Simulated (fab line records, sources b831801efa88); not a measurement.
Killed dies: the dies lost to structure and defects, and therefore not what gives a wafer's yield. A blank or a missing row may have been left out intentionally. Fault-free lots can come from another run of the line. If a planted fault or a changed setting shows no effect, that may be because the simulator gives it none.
Problem report, 8D (eight disciplines) form, completed by code :: flow sky130 :: the parts of the form that need people (team, actions taken, sign-off) are left out

## 1. THE ISSUE
Wafers free of any fault read 5.77 nm (standard deviation 0.12) for SONOS_ONO_CVD_04_THK at SKY_SONOS_ONO_THK_MEAS_05, against a mean of 6.34 nm on 6 wafers of 2 lots. Measured from the usual mean, that is +4.7 standard deviations.
Seen first at day 14 06:58 on film_metro-02, wafer L145.2. Wafers with a number at this step in the record: 42, from 14 lots. Rule for "out" (also "out of limits"): further than 4 standard deviations from the usual mean. The rest of the wafers with a number are treated as sound.

## 2. WHAT IT IS, WHAT IT ISN'T
question: which readings at this step
is: SONOS_ONO_CVD_04_THK
is not: -

question: which lots
is: L145, L147
is not: L138, L140, L143, L144, L154, L155, L156, L157, L158, L159, L160, L161

question: which wafers of those lots
is: all that have a number
is not: -

question: read on which gauges
is: film_metro-02, film_metro-04
is not: film_metro-03

question: when
is: from day 14 06:58
is not: up to then (12 sound wafers); but 24 sound wafers of L154, L155, L156, L157, L158, L159, L160, L161 came after

## 3. SUSPECTS, AND WHAT RULES EACH OUT
Counting: any tool at a process step up to the reading is kept as a suspect provided that every lot that is out went through it and no sound lot did after the first of them.
- the gauge at SKY_SONOS_ONO_THK_MEAS_05 is ruled out. Those wafers that are out were read across 2 gauges (film_metro-02, film_metro-04).
- lpcvd-03 at SKY_SONOS_ONO_CVD_04 (deposits SiO2 from SiH4/N2O, target thk 5.7199 nm): ruled out as a lasting fault. Following L145 (day 14 05:43), the first lot on it that is out, the sound lots L154, L155, L156, L157, L158, L159, L160, L161 were run on it.
Left after counting: nothing in the record.

## 4. THE CAUSE (what the simulator had put in)
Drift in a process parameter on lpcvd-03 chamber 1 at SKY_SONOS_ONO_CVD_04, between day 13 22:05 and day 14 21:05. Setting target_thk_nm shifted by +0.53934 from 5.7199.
It was ruled out by counting, in error; the rule expects a fault to strike all lots run on its tool from its start on, and this fault did not.

## 5. THE EFFECT CHAIN, in route order
Each row: a reading whose mean over the struck wafers that have a number lies more than 3 standard deviations from the usual. Only readings whose record carries a usual standard deviation are examined. hours: median over the lots of the time between each lot's start at the first step of this table that gives one and its start at this step. sigmas: the change, counted in usual standard deviations.
hours: 0
step: SKY_SONOS_ONO_THK_MEAS_05
reading: SONOS_ONO_CVD_04_THK
usual: 5.77 nm
on struck wafers: 6.34
change: +0.57
sigmas: +4.7
At these later measuring or inspecting steps, every struck wafer for which the step has a row has a number for every such reading, and none has moved that far: SKY_POLY_GATE_OVL_MEAS_14.

## 6. HOW IT WOULD HAVE BEEN CAUGHT EARLIER
In this record the first reading out of limits at a measuring or inspecting step was taken at day 14 06:58, 9 hours after the fault began at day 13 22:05.
